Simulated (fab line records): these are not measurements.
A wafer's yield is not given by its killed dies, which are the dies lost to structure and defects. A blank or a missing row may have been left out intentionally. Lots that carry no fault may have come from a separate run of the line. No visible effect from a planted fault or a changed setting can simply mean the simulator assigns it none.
fab line records || flow gf180mcu
record {"lots": 6, "wafers": 18, "last_day": 34}
route steps=602 shown MVPSD@82 VT_IMPLANT@90
lots that met no fault: from a run of the same line without faults
start_h: hours from the record's opening day to when the first of the lot's shown wafers began || wait_h: hours elapsed since this lot's preceding step || " repeats the value in the row above || L1.1+2: a single row standing in for several wafers || - no value, or no start was given || * or withheld: withheld || < > ~ a bound
route shown NAME@n: NAME is a module with steps in the file, n the number in the route of the first one || usual: mean/standard deviation of fault-free wafers || same: alike in all rows || chamber/n: place in a boat || sites: each site's reading || _std_site: their standard deviation || _edge_site: outer sites' mean less inner sites' || radius_mm: for every site, how far away it sits from the centre of the wafer || mask NAME#n: copy n || behind: the most recent tool/chamber to have shaped the wafer || hold: why the lot went on hold/how many hours it stayed there/how the hold came to an end || device: transistor that didn't switch, given as n, p or np || end of line: the route-end tests of the same wafers || a step given without rows: its recipe and nothing more || killed: not the wafer's yield, but the dies lost to structure and defects at the first sort || map: shows each die of a wafer: x if killed, . if not, _ if none is there
set.NAME: the setting that was run; set.NAME@STEP: the one run at that earlier step || model.NAME: the simulator's own value behind a step, which no gauge read
certain route steps with their lots: each step a table, each wafer a row
services: from which hour (start_h, from the record's first day; less than 0 if before it) a tool's chamber was out of use, for how many hours, and why
## steps
# step GF_MVPSD_EXPOSE_04
# recipe {"mask_id": "MVPSD", "target_cd_nm": 1000, "na": 0.6, "source_shape": "conventional", "sigma_outer": 0.6, "dose_mj": 260}
# step GF_MVPSD_PEB_05
# recipe {"temp_c": 115, "time_s": "withheld"}
# step GF_MVPSD_DEVELOP_06
# recipe {"wall_angle_deg": 90, "develop_time_s": 60, "dev_temp_c": 23}
# step GF_MVPSD_OVL_MEAS_07
# usual {"MVPSD_OVL": "0.5/1.3"}
{"lot.wafer": "L785.2", "tool": "overlay-02", "chamber": "-", "start_h": 169.28, "wait_h": "-", "MVPSD_OVL[nm]": 3.5}
{"lot.wafer": "L785.3", "tool": "overlay-02", "chamber": "-", "start_h": 169.28, "wait_h": "-", "MVPSD_OVL[nm]": 1.8}
{"lot.wafer": "L785.4", "tool": "overlay-02", "chamber": "-", "start_h": 169.28, "wait_h": "-", "MVPSD_OVL[nm]": 3.3}
{"lot.wafer": "L786.2", "tool": "overlay-02", "chamber": "-", "start_h": 174.98, "wait_h": "-", "MVPSD_OVL[nm]": 0.3}
{"lot.wafer": "L786.3", "tool": "overlay-02", "chamber": "-", "start_h": 174.98, "wait_h": "-", "MVPSD_OVL[nm]": 1.0}
{"lot.wafer": "L786.6", "tool": "overlay-02", "chamber": "-", "start_h": 174.98, "wait_h": "-", "MVPSD_OVL[nm]": -0.1}
{"lot.wafer": "L787.1", "tool": "overlay-02", "chamber": "-", "start_h": 181.19, "wait_h": "-", "MVPSD_OVL[nm]": 1.8}
{"lot.wafer": "L787.3", "tool": "overlay-02", "chamber": "-", "start_h": 181.19, "wait_h": "-", "MVPSD_OVL[nm]": 2.3}
{"lot.wafer": "L787.5", "tool": "overlay-02", "chamber": "-", "start_h": 181.19, "wait_h": "-", "MVPSD_OVL[nm]": 2.2}
{"lot.wafer": "L790.3", "tool": "overlay-01", "chamber": "-", "start_h": 199.55, "wait_h": "-", "MVPSD_OVL[nm]": -0.2}
{"lot.wafer": "L790.5", "tool": "overlay-01", "chamber": "-", "start_h": 199.55, "wait_h": "-", "MVPSD_OVL[nm]": 0.8}
{"lot.wafer": "L790.6", "tool": "overlay-01", "chamber": "-", "start_h": 199.55, "wait_h": "-", "MVPSD_OVL[nm]": 2.6}
{"lot.wafer": "L794.3", "tool": "overlay-02", "chamber": "-", "start_h": 221.92, "wait_h": "-", "MVPSD_OVL[nm]": 0.8}
{"lot.wafer": "L794.5", "tool": "overlay-02", "chamber": "-", "start_h": 221.92, "wait_h": "-", "MVPSD_OVL[nm]": 0.3}
{"lot.wafer": "L794.6", "tool": "overlay-02", "chamber": "-", "start_h": 221.92, "wait_h": "-", "MVPSD_OVL[nm]": -2.0}
{"lot.wafer": "L795.3", "tool": "overlay-01", "chamber": "-", "start_h": 227.35, "wait_h": "-", "MVPSD_OVL[nm]": -1.4}
{"lot.wafer": "L795.5", "tool": "overlay-01", "chamber": "-", "start_h": 227.35, "wait_h": "-", "MVPSD_OVL[nm]": -1.0}
{"lot.wafer": "L795.6", "tool": "overlay-01", "chamber": "-", "start_h": 227.35, "wait_h": "-", "MVPSD_OVL[nm]": -0.4}
# step GF_MVPSD_IMPLANT_08
# recipe {"species": "B", "energy_kev": 170, "dose_cm2": 1.5e+13, "tilt_deg": 0}
# step GF_MVPSD_IMPLANT_09
# recipe {"species": "B", "energy_kev": 40, "dose_cm2": 5e+12, "tilt_deg": 0}
# step GF_MVPSD_STRIP_10
# recipe {"chemistry": "O2/N2", "power_w": 1400, "pressure_mtorr": 1500, "platen_temp_c": 250, "o2_flow_sccm": 3000, "n2_flow_sccm": 300, "overash_fraction": 0.5}
# usual {"drypump_motor_current_A": "5.7/0.34", "heater_power_w": "333/23", "oes_product_au": "0.722/0.0042", "strip_time_to_endpoint_s": "36.97/0.1"}
{"lot.wafer": "L785.2", "tool": "plasma_asher-01", "chamber": 0, "start_h": 169.61, "wait_h": 0.1, "drypump_motor_current_A": 6.2, "heater_power_w": 299, "oes_product_au": 0.718, "rf_hours_counter_h": 45, "strip_time_to_endpoint_s": 37.15}
{"lot.wafer": "L785.3", "tool": "plasma_asher-01", "chamber": 0, "start_h": 169.61, "wait_h": 0.1, "drypump_motor_current_A": 6.2, "heater_power_w": 302, "oes_product_au": 0.721, "rf_hours_counter_h": "-", "strip_time_to_endpoint_s": 37.03}
{"lot.wafer": "L785.4", "tool": "plasma_asher-01", "chamber": 1, "start_h": 169.61, "wait_h": 0.1, "drypump_motor_current_A": 4.9, "heater_power_w": 290, "oes_product_au": 0.721, "rf_hours_counter_h": "-", "strip_time_to_endpoint_s": 36.99}
{"lot.wafer": "L786.2", "tool": "plasma_asher-04", "chamber": 1, "start_h": 175.31, "wait_h": 0.1, "drypump_motor_current_A": 5.7, "heater_power_w": 345, "oes_product_au": 0.716, "rf_hours_counter_h": 37, "strip_time_to_endpoint_s": 36.94}
{"lot.wafer": "L786.3", "tool": "plasma_asher-04", "chamber": 0, "start_h": 175.31, "wait_h": 0.1, "drypump_motor_current_A": 5.8, "heater_power_w": 352, "oes_product_au": 0.723, "rf_hours_counter_h": "-", "strip_time_to_endpoint_s": 36.96}
{"lot.wafer": "L786.6", "tool": "plasma_asher-04", "chamber": 0, "start_h": 175.31, "wait_h": 0.1, "drypump_motor_current_A": 5.8, "heater_power_w": 349, "oes_product_au": 0.718, "rf_hours_counter_h": "-", "strip_time_to_endpoint_s": 36.88}
{"lot.wafer": "L787.1", "tool": "plasma_asher-04", "chamber": 1, "start_h": 181.53, "wait_h": 0.1, "drypump_motor_current_A": 5.7, "heater_power_w": 345, "oes_product_au": 0.718, "rf_hours_counter_h": 38, "strip_time_to_endpoint_s": 36.93}
{"lot.wafer": "L787.3", "tool": "plasma_asher-04", "chamber": 0, "start_h": 181.53, "wait_h": 0.1, "drypump_motor_current_A": 5.8, "heater_power_w": 353, "oes_product_au": 0.727, "rf_hours_counter_h": "-", "strip_time_to_endpoint_s": 36.90}
{"lot.wafer": "L787.5", "tool": "plasma_asher-04", "chamber": 1, "start_h": 181.53, "wait_h": 0.1, "drypump_motor_current_A": 5.7, "heater_power_w": 340, "oes_product_au": 0.722, "rf_hours_counter_h": "-", "strip_time_to_endpoint_s": 36.88}
{"lot.wafer": "L790.3", "tool": "plasma_asher-04", "chamber": 0, "start_h": 199.91, "wait_h": 0.1, "drypump_motor_current_A": 5.9, "heater_power_w": 354, "oes_product_au": 0.727, "rf_hours_counter_h": "-", "strip_time_to_endpoint_s": 37.04}
{"lot.wafer": "L790.5", "tool": "plasma_asher-04", "chamber": 1, "start_h": 199.91, "wait_h": 0.1, "drypump_motor_current_A": 5.8, "heater_power_w": 342, "oes_product_au": 0.721, "rf_hours_counter_h": "-", "strip_time_to_endpoint_s": 37.12}
{"lot.wafer": "L790.6", "tool": "plasma_asher-04", "chamber": 0, "start_h": 199.91, "wait_h": 0.1, "drypump_motor_current_A": 5.9, "heater_power_w": 347, "oes_product_au": 0.716, "rf_hours_counter_h": "-", "strip_time_to_endpoint_s": 37.17}
{"lot.wafer": "L794.3", "tool": "plasma_asher-01", "chamber": 0, "start_h": 222.28, "wait_h": 0.1, "drypump_motor_current_A": 6.2, "heater_power_w": 306, "oes_product_au": 0.724, "rf_hours_counter_h": "-", "strip_time_to_endpoint_s": 36.95}
{"lot.wafer": "L794.5", "tool": "plasma_asher-01", "chamber": 1, "start_h": 222.28, "wait_h": 0.1, "drypump_motor_current_A": 4.9, "heater_power_w": 284, "oes_product_au": 0.721, "rf_hours_counter_h": "-", "strip_time_to_endpoint_s": 36.87}
{"lot.wafer": "L794.6", "tool": "plasma_asher-01", "chamber": 0, "start_h": 222.28, "wait_h": 0.1, "drypump_motor_current_A": 6.2, "heater_power_w": 305, "oes_product_au": 0.726, "rf_hours_counter_h": "-", "strip_time_to_endpoint_s": 36.92}
{"lot.wafer": "L795.3", "tool": "plasma_asher-01", "chamber": 1, "start_h": 227.71, "wait_h": 0.1, "drypump_motor_current_A": 4.9, "heater_power_w": 287, "oes_product_au": 0.720, "rf_hours_counter_h": "-", "strip_time_to_endpoint_s": 36.98}
{"lot.wafer": "L795.5", "tool": "plasma_asher-01", "chamber": 0, "start_h": 227.71, "wait_h": 0.1, "drypump_motor_current_A": 6.1, "heater_power_w": 302, "oes_product_au": 0.720, "rf_hours_counter_h": "-", "strip_time_to_endpoint_s": 37.05}
{"lot.wafer": "L795.6", "tool": "plasma_asher-01", "chamber": 1, "start_h": 227.71, "wait_h": 0.1, "drypump_motor_current_A": 4.9, "heater_power_w": 287, "oes_product_au": 0.729, "rf_hours_counter_h": "-", "strip_time_to_endpoint_s": 37.10}
# step GF_MVPSD_TW_MEAS_11
# usual {"MVPSD_TW": "554/4.3"}
{"lot.wafer": "L785.2", "tool": "film_metro-04", "chamber": "-", "start_h": 169.72, "wait_h": 0.1, "MVPSD_TW": 550}
{"lot.wafer": "L785.3", "tool": "film_metro-04", "chamber": "-", "start_h": 169.72, "wait_h": 0.1, "MVPSD_TW": 551}
{"lot.wafer": "L785.4", "tool": "film_metro-04", "chamber": "-", "start_h": 169.72, "wait_h": 0.1, "MVPSD_TW": 545}
{"lot.wafer": "L786.2", "tool": "film_metro-02", "chamber": "-", "start_h": 175.42, "wait_h": 0.1, "MVPSD_TW": 552}
{"lot.wafer": "L786.3", "tool": "film_metro-02", "chamber": "-", "start_h": 175.42, "wait_h": 0.1, "MVPSD_TW": 551}
{"lot.wafer": "L786.6", "tool": "film_metro-02", "chamber": "-", "start_h": 175.42, "wait_h": 0.1, "MVPSD_TW": 551}
{"lot.wafer": "L787.1", "tool": "film_metro-04", "chamber": "-", "start_h": 181.63, "wait_h": 0.1, "MVPSD_TW": 553}
{"lot.wafer": "L787.3", "tool": "film_metro-04", "chamber": "-", "start_h": 181.63, "wait_h": 0.1, "MVPSD_TW": 551}
{"lot.wafer": "L787.5", "tool": "film_metro-04", "chamber": "-", "start_h": 181.63, "wait_h": 0.1, "MVPSD_TW": 548}
{"lot.wafer": "L790.3", "tool": "film_metro-04", "chamber": "-", "start_h": 200.00, "wait_h": 0.1, "MVPSD_TW": 554}
{"lot.wafer": "L790.5", "tool": "film_metro-04", "chamber": "-", "start_h": 200.00, "wait_h": 0.1, "MVPSD_TW": 550}
{"lot.wafer": "L790.6", "tool": "film_metro-04", "chamber": "-", "start_h": 200.00, "wait_h": 0.1, "MVPSD_TW": 550}
{"lot.wafer": "L794.3", "tool": "film_metro-02", "chamber": "-", "start_h": 222.36, "wait_h": 0.1, "MVPSD_TW": 552}
{"lot.wafer": "L794.5", "tool": "film_metro-02", "chamber": "-", "start_h": 222.36, "wait_h": 0.1, "MVPSD_TW": 553}
{"lot.wafer": "L794.6", "tool": "film_metro-02", "chamber": "-", "start_h": 222.36, "wait_h": 0.1, "MVPSD_TW": 556}
{"lot.wafer": "L795.3", "tool": "film_metro-02", "chamber": "-", "start_h": 227.79, "wait_h": 0.1, "MVPSD_TW": 553}
{"lot.wafer": "L795.5", "tool": "film_metro-02", "chamber": "-", "start_h": 227.79, "wait_h": 0.1, "MVPSD_TW": 557}
{"lot.wafer": "L795.6", "tool": "film_metro-02", "chamber": "-", "start_h": 227.79, "wait_h": 0.1, "MVPSD_TW": 554}
# step GF_VT_IMPLANT_DEHYDRATE_00
# recipe {"temp_c": 200, "time_s": 60}
# step GF_VT_IMPLANT_HMDS_01
# recipe {"prime_time_s": 60, "prime_temp_c": 120}
# step GF_VT_IMPLANT_COAT_02
# recipe {"resist": "NOVOLAK", "spin_rpm": 3000, "resist_thk_nm": 1000}
# step GF_VT_IMPLANT_SOFTBAKE_03
# recipe {"temp_c": 90, "time_s": 60, "resist": "NOVOLAK"}
# step GF_VT_IMPLANT_EXPOSE_04
# recipe {"mask_id": "LVPWELL_LV_AREA", "target_cd_nm": 600, "na": 0.6, "source_shape": "conventional", "sigma_outer": 0.6, "dose_mj": 140}
# usual {"exposure_dose_mJ_cm2": "139.97/0.15", "focus_offset_nm": "-0.1/0.52"}
{"lot.wafer": "L785.2", "tool": "iline_stepper-01", "chamber": 0, "start_h": 177.78, "wait_h": "-", "mask": "LVPWELL_LV_AREA#0", "exposure_dose_mJ_cm2": 139.43, "focus_offset_nm": 0.0}
{"lot.wafer": "L785.3", "tool": "iline_stepper-01", "chamber": 0, "start_h": 177.78, "wait_h": "-", "mask": "LVPWELL_LV_AREA#0", "exposure_dose_mJ_cm2": 139.66, "focus_offset_nm": -0.3}
{"lot.wafer": "L785.4", "tool": "iline_stepper-01", "chamber": 0, "start_h": 177.78, "wait_h": "-", "mask": "LVPWELL_LV_AREA#0", "exposure_dose_mJ_cm2": 139.77, "focus_offset_nm": -1.3}
{"lot.wafer": "L786.2", "tool": "iline_stepper-02", "chamber": "-", "start_h": 183.44, "wait_h": "-", "mask": "LVPWELL_LV_AREA#0", "exposure_dose_mJ_cm2": "-", "focus_offset_nm": "-"}
{"lot.wafer": "L786.3", "tool": "iline_stepper-02", "chamber": "-", "start_h": 183.44, "wait_h": "-", "mask": "LVPWELL_LV_AREA#0", "exposure_dose_mJ_cm2": "-", "focus_offset_nm": "-"}
{"lot.wafer": "L786.6", "tool": "iline_stepper-02", "chamber": "-", "start_h": 183.44, "wait_h": "-", "mask": "LVPWELL_LV_AREA#0", "exposure_dose_mJ_cm2": "-", "focus_offset_nm": "-"}
{"lot.wafer": "L787.1", "tool": "iline_stepper-02", "chamber": "-", "start_h": 190.03, "wait_h": "-", "mask": "LVPWELL_LV_AREA#0", "exposure_dose_mJ_cm2": "-", "focus_offset_nm": "-"}
{"lot.wafer": "L787.3", "tool": "iline_stepper-02", "chamber": "-", "start_h": 190.03, "wait_h": "-", "mask": "LVPWELL_LV_AREA#0", "exposure_dose_mJ_cm2": "-", "focus_offset_nm": "-"}
{"lot.wafer": "L787.5", "tool": "iline_stepper-02", "chamber": "-", "start_h": 190.03, "wait_h": "-", "mask": "LVPWELL_LV_AREA#0", "exposure_dose_mJ_cm2": "-", "focus_offset_nm": "-"}
{"lot.wafer": "L790.3", "tool": "iline_stepper-02", "chamber": 0, "start_h": 208.93, "wait_h": "-", "mask": "LVPWELL_LV_AREA#0", "exposure_dose_mJ_cm2": 140.06, "focus_offset_nm": 0.2}
{"lot.wafer": "L790.5", "tool": "iline_stepper-02", "chamber": 0, "start_h": 208.93, "wait_h": "-", "mask": "LVPWELL_LV_AREA#0", "exposure_dose_mJ_cm2": 139.88, "focus_offset_nm": -0.6}
{"lot.wafer": "L790.6", "tool": "iline_stepper-02", "chamber": 0, "start_h": 208.93, "wait_h": "-", "mask": "LVPWELL_LV_AREA#0", "exposure_dose_mJ_cm2": 139.95, "focus_offset_nm": 0.0}
{"lot.wafer": "L794.3", "tool": "iline_stepper-01", "chamber": 0, "start_h": 231.42, "wait_h": "-", "mask": "LVPWELL_LV_AREA#0", "exposure_dose_mJ_cm2": 139.97, "focus_offset_nm": 0.3}
{"lot.wafer": "L794.5", "tool": "iline_stepper-01", "chamber": 0, "start_h": 231.42, "wait_h": "-", "mask": "LVPWELL_LV_AREA#0", "exposure_dose_mJ_cm2": 139.81, "focus_offset_nm": -0.1}
{"lot.wafer": "L794.6", "tool": "iline_stepper-01", "chamber": 0, "start_h": 231.42, "wait_h": "-", "mask": "LVPWELL_LV_AREA#0", "exposure_dose_mJ_cm2": 140.01, "focus_offset_nm": 0.2}
{"lot.wafer": "L795.3", "tool": "iline_stepper-02", "chamber": 0, "start_h": 237.42, "wait_h": "-", "mask": "LVPWELL_LV_AREA#0", "exposure_dose_mJ_cm2": 139.70, "focus_offset_nm": 0.2}
{"lot.wafer": "L795.5", "tool": "iline_stepper-02", "chamber": 0, "start_h": 237.42, "wait_h": "-", "mask": "LVPWELL_LV_AREA#0", "exposure_dose_mJ_cm2": 139.99, "focus_offset_nm": -0.8}
{"lot.wafer": "L795.6", "tool": "iline_stepper-02", "chamber": 0, "start_h": 237.42, "wait_h": "-", "mask": "LVPWELL_LV_AREA#0", "exposure_dose_mJ_cm2": 139.80, "focus_offset_nm": 0.1}
# step GF_VT_IMPLANT_PEB_05
# recipe {"temp_c": "withheld", "time_s": "*", "resist": "NOVOLAK"}
## services
{"tool": "plasma_asher-04", "chamber": "-", "start_h": 162.26, "hours": 1.9, "kind": "repair"}
{"tool": "iline_stepper-02", "chamber": "-", "start_h": 162.86, "hours": 4.5, "kind": "repair"}
{"tool": "plasma_asher-01", "chamber": "-", "start_h": 185.71, "hours": 1.4, "kind": "repair"}
{"tool": "plasma_asher-04", "chamber": "-", "start_h": 229.74, "hours": 13.0, "kind": "repair"}
{"tool": "iline_stepper-01", "chamber": 0, "start_h": 235.09, "hours": "-", "kind": "calibration"}
{"tool": "plasma_asher-04", "chamber": "-", "start_h": 235.59, "hours": 4.3, "kind": "repair"}
## key
first_sign {"step": "GF_VT_IMPLANT_EXPOSE_04", "reading": "tool_record", "direction": "missing"}
effect none on later readings
met_at GF_VT_IMPLANT_EXPOSE_04
struck_wafers L786.2,L786.3,L786.6,L787.1,L787.3,L787.5
later_rows_left_out L786.2,L786.3,L786.6,L787.1,L787.3,L787.5
sort_left_out L786.2,L786.3,L786.6,L787.1,L787.3,L787.5
tester_left_out L786,L787
fault {"kind": "skipped_step_whole", "tool": "iline_stepper-02", "chamber": "-", "onset_h": 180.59, "steps": "GF_VT_IMPLANT_EXPOSE_04", "scope": "struck_lots_only"}
# tester_left_out: of these lots the tester's yield and bins aren't shown, on N5 and GAA mostly nor the transistor test; their killed dies are dies lost to structure and defects alone, not to doping, threshold or leakage, so they don't give the yield
# sort_left_out: the simulated sort isn't trusted on such a fault, so these wafers' sort isn't shown, and their yield isn't known
# later_rows_left_out: the simulator's readings of these wafers behind a module that went badly wrong aren't trusted and aren't shown, but for the sort
